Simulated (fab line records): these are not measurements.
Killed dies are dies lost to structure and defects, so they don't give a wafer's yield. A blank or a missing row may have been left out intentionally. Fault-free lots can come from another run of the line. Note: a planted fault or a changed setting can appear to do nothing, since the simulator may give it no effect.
Which tool was responsible? :: flow gf180mcu :: 14 lots with 42 wafers sampled at 3 steps, on a route of 602 steps

== WHAT THE GAUGES READ, wafer by wafer ==
GF_V2_THK_MEAS_25: measures by xrf.
lot: L301
measured: day 20 05:48
on: filmMetro-04
V2_W_THK (nm): 348 352 355

lot: L304
measured: day 21 15:41
on: filmMetro-04
V2_W_THK (nm): 352 352 347

lot: L307
measured: day 22 15:25
on: filmMetro-02
V2_W_THK (nm): 350 353 354

lot: L308
measured: day 22 23:07
on: filmMetro-04
V2_W_THK (nm): 348 344 348

lot: L310
measured: day 23 14:57
on: filmMetro-03
V2_W_THK (nm): 340 344 344

lot: L318
measured: day 26 09:22
on: filmMetro-02
V2_W_THK (nm): 347 345 349

lot: L319
measured: day 26 18:04
on: filmMetro-03
V2_W_THK (nm): 347 350 344

lot: L320
measured: day 26 20:02
on: filmMetro-03
V2_W_THK (nm): 351 351 349

lot: L321
measured: day 27 03:48
on: filmMetro-02
V2_W_THK (nm): 350 352 353

lot: L322
measured: day 27 12:43
on: filmMetro-03
V2_W_THK (nm): 341 347 341

lot: L323
measured: day 27 18:58
on: filmMetro-04
V2_W_THK (nm): 351 348 349

lot: L324
measured: day 27 23:35
on: filmMetro-04
V2_W_THK (nm): 353 343 345

== WHAT TOOL EACH LOT RAN ON (gives the tool, then ch and the chambers of the sampled wafers, and finally the start) ==
lot: L301
GF_M2_EXPOSE_11: krfScanner-02 ch 0, day 18 15:23
GF_V2_CVD_23: cvdW-02 ch 0,1, day 20 05:34

lot: L304
GF_M2_EXPOSE_11: krfScanner-02 ch 0, day 20 00:59
GF_V2_CVD_23: cvdW-02 ch 0,1, day 21 15:26

lot: L307
GF_M2_EXPOSE_11: krfScanner-02 ch 0, day 21 01:28
GF_V2_CVD_23: cvdW-02 ch 0,1, day 22 15:11

lot: L308
GF_M2_EXPOSE_11: krfScanner-02 ch 0, day 21 10:04
GF_V2_CVD_23: cvdW-02 ch 0, day 22 22:52

lot: L310
GF_M2_EXPOSE_11: krfScanner-02 ch 0, day 22 01:25
GF_V2_CVD_23: cvdW-02 ch 0,1, day 23 14:43

lot: L313
GF_M2_EXPOSE_11: krfScanner-02, day 23 06:27
GF_V2_CVD_23: -

lot: L314
GF_M2_EXPOSE_11: krfScanner-02, day 23 16:14
GF_V2_CVD_23: -

lot: L318
GF_M2_EXPOSE_11: krfScanner-02 ch 0, day 24 23:14
GF_V2_CVD_23: cvdW-01 ch 0,1, day 26 09:08

lot: L319
GF_M2_EXPOSE_11: krfScanner-02 ch 0, day 25 08:04
GF_V2_CVD_23: cvdW-02 ch 0,1, day 26 17:49

lot: L320
GF_M2_EXPOSE_11: krfScanner-01 ch 0, day 25 10:33
GF_V2_CVD_23: cvdW-01 ch 0,1, day 26 19:47

lot: L321
GF_M2_EXPOSE_11: krfScanner-02 ch 0, day 25 18:44
GF_V2_CVD_23: cvdW-02 ch 0,1, day 27 03:35

lot: L322
GF_M2_EXPOSE_11: krfScanner-01 ch 0, day 26 03:40
GF_V2_CVD_23: cvdW-02 ch 0,1, day 27 12:28

lot: L323
GF_M2_EXPOSE_11: krfScanner-02 ch 0, day 26 10:20
GF_V2_CVD_23: cvdW-02 ch 0,1, day 27 18:45

lot: L324
GF_M2_EXPOSE_11: krfScanner-01 ch 0, day 26 15:29
GF_V2_CVD_23: cvdW-02 ch 0,1, day 27 23:22
- GF_M2_EXPOSE_11: exposes mask Metal2, target cd 280 nm.
- GF_V2_CVD_23: deposits W, target thk 350 nm, time 104.94 s.

== WHAT THE TOOLS THEMSELVES READ (means of the sampled wafers that have a number; where no wafer has one, the mark that the record gives instead) ==
GF_M2_EXPOSE_11.
lot: L301
tool: krfScanner-02
exposureDoseMJCm2: 28.00
focusOffsetNm (nm): -0.8

lot: L304
tool: krfScanner-02
exposureDoseMJCm2: 27.97
focusOffsetNm (nm): 0.1

lot: L307
tool: krfScanner-02
exposureDoseMJCm2: 27.99
focusOffsetNm (nm): 0.4

lot: L308
tool: krfScanner-02
exposureDoseMJCm2: 27.99
focusOffsetNm (nm): -0.2

lot: L310
tool: krfScanner-02
exposureDoseMJCm2: 28.04
focusOffsetNm (nm): -0.6

lot: L313
tool: krfScanner-02
exposureDoseMJCm2: -
focusOffsetNm (nm): -

lot: L314
tool: krfScanner-02
exposureDoseMJCm2: -
focusOffsetNm (nm): -

lot: L318
tool: krfScanner-02
exposureDoseMJCm2: 28.01
focusOffsetNm (nm): 0.4

lot: L319
tool: krfScanner-02
exposureDoseMJCm2: 28.00
focusOffsetNm (nm): 0.2

lot: L320
tool: krfScanner-01
exposureDoseMJCm2: 27.97
focusOffsetNm (nm): 0.2

lot: L321
tool: krfScanner-02
exposureDoseMJCm2: 28.01
focusOffsetNm (nm): 0.0

lot: L322
tool: krfScanner-01
exposureDoseMJCm2: 28.03
focusOffsetNm (nm): -0.4

lot: L323
tool: krfScanner-02
exposureDoseMJCm2: 27.99
focusOffsetNm (nm): -0.1

lot: L324
tool: krfScanner-01
exposureDoseMJCm2: 28.07
focusOffsetNm (nm): -0.2

GF_V2_CVD_23.
lot: L301
tool: cvdW-02
heaterPowerW (W): 783
susceptorTempC (C): 399.90

lot: L304
tool: cvdW-02
heaterPowerW (W): 772
susceptorTempC (C): 400.27

lot: L307
tool: cvdW-02
heaterPowerW (W): 773
susceptorTempC (C): 400.07

lot: L308
tool: cvdW-02
heaterPowerW (W): 751
susceptorTempC (C): 400.00

lot: L310
tool: cvdW-02
heaterPowerW (W): 770
susceptorTempC (C): 399.97

lot: L318
tool: cvdW-01
heaterPowerW (W): 863
susceptorTempC (C): 400.17

lot: L319
tool: cvdW-02
heaterPowerW (W): 781
susceptorTempC (C): 400.02

lot: L320
tool: cvdW-01
heaterPowerW (W): 855
susceptorTempC (C): 399.79

lot: L321
tool: cvdW-02
heaterPowerW (W): 792
susceptorTempC (C): 400.11

lot: L322
tool: cvdW-02
heaterPowerW (W): 784
susceptorTempC (C): 399.74

lot: L323
tool: cvdW-02
heaterPowerW (W): 787
susceptorTempC (C): 399.84

lot: L324
tool: cvdW-02
heaterPowerW (W): 805
susceptorTempC (C): 400.14

== THE ANSWER, worked out from the rows above alone ==
Rule: the lots themselves supply what counts as usual. The widest of any qualifying gaps counts: lots, ordered by their means at a reading, are off when they make up no more than a third of the lots, leave a main group of 4 or more, and stand apart from it by 3 or more times the standard deviation of that group's means. A main group whose means are all the same, to the digits that the tables above print for the reading, isn't used. A lot without any number at a reading at which 4 lots or more have one is off too. The other lots that the step has rows for count as sound. First the gauges in route order, then the tools' own readings, where a lot's mean is used as printed above. The first step at which some lot is off is used, and at that step the reading that is off furthest; a lot without a number counts as furthest.
Off, at GF_M2_EXPOSE_11 on exposureDoseMJCm2: L313, L314. Without a number there: L313, L314. The main group has a mean of 28.01 with a standard deviation of 0.028.
A tool fits if, at that step or a process step before it, it ran every lot that is off, and no sound lot after the first of them. Of those tried, none fits.

== WHAT HAD BEEN PUT IN BY THE SIMULATOR ==
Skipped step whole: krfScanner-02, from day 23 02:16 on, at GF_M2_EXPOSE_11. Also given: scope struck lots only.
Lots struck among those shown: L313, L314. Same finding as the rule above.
